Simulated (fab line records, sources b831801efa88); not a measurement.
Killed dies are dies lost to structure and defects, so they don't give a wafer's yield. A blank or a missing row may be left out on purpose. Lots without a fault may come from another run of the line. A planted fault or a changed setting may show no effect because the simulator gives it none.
One fault seen from 2 desks | flow sky130 | each desk has only its own numbers; what lay behind them comes last

THE METROLOGY DESK
What the gauges read, lot by lot, whatever tool the lot ran on: means of the sampled wafers that have a number. A lot is out of limits, marked OUT, if its mean lies more than 4 standard deviations from the usual mean; the brackets give that distance.
Columns: A = SD_N_RS at SKY_SD_N_RS_MEAS_16, usual 68.55 ohm/sq; B = SD_P_RS at SKY_SD_N_RS_MEAS_17, usual 147.1 ohm/sq; C = RES_XHIGH_RS at SKY_SD_N_RS_MEAS_18, usual 333.1 ohm/sq; D = LI_CONTACT_HDPCVD_THK at SKY_LI_CONTACT_THK_MEAS_01, usual 932 nm; E = LI_CONTACT_BOW at SKY_LI_CONTACT_BOW_MEAS_03, usual 54 um; F = cd_nm at SKY_LI_CONTACT_CD_MEAS_12, usual 169.7 nm; G = LI_CONTACT_OVL at SKY_LI_CONTACT_OVL_MEAS_13, usual -2 nm
lot  | first seen here | A     | B     | C     | D   | E  | F     | G
L562 | day 29 07:27    | 68.68 | 147.3 | 332.2 | 926 | 50 | 169.8 | -3
L565 | day 30 10:57    | 68.48 | 146.8 | 332.9 | 936 | 58 | 170.0 | 11
L576 | day 34 02:43    | 68.66 | 146.8 | 332.8 | 916 | 56 | 167.7 | 0
L577 | day 34 05:38    | 68.37 | 146.8 | 331.9 | 944 | 58 | 168.6 | -2
L579 | day 34 13:51    | 68.41 | 146.9 | 334.2 | 925 | 52 | 169.9 | -4
L582 | day 35 23:35    | 68.48 | 146.8 | 332.7 | 933 | 55 | 170.0 | -5
This desk's finding: nothing out of limits on any of the 6 lots.

THE TOOL OWNER'S DESK: litho_track-04
The tool's own readings at SKY_LI_CONTACT_COAT_06 (resist thk 60 nm): means of the sampled wafers that have a number, for each lot that ran on this tool. A lot is out of limits, marked OUT, if its mean lies more than 4 standard deviations from the usual mean; the brackets give that distance.
Columns: A = dispense_pressure_kPa at SKY_LI_CONTACT_COAT_06, usual 51 kPa; B = exhaust_pa at SKY_LI_CONTACT_COAT_06, usual 45.2 Pa; C = spin_speed_rpm at SKY_LI_CONTACT_COAT_06, usual 3000.1 rpm
lot  | first seen here | A  | B    | C
L565 | day 31 00:43    | 44 | 44.6 | 2998.1
L576 | day 34 15:53    | 44 | 45.7 | 2912.2 (-49) OUT
L577 | day 34 18:58    | 44 | 44.9 | 2912.7 (-49) OUT
This desk's finding: out of limits on L576, L577; first on L576, day 34 15:53 (spin_speed_rpm at SKY_LI_CONTACT_COAT_06). In limits: L565.

PUT TOGETHER
The tool owner's desk could have raised an alarm at day 34 15:53, on L576, L577.
The metrology desk saw nothing out of limits.
The metrology desk has L576, L577 on record, within its limits.
Of the lots named, all ran SKY_LI_CONTACT_COAT_06 on litho_track-04.

WHAT THE SIMULATOR HAD PUT IN
Process parameter drift: litho_track-04, from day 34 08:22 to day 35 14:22, at SKY_LI_CONTACT_COAT_06. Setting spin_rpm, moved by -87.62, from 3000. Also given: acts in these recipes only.
Lots struck among those shown: L576, L577.
Hours from the fault's start to each desk's first reading out of limits: the tool owner's desk, 8.
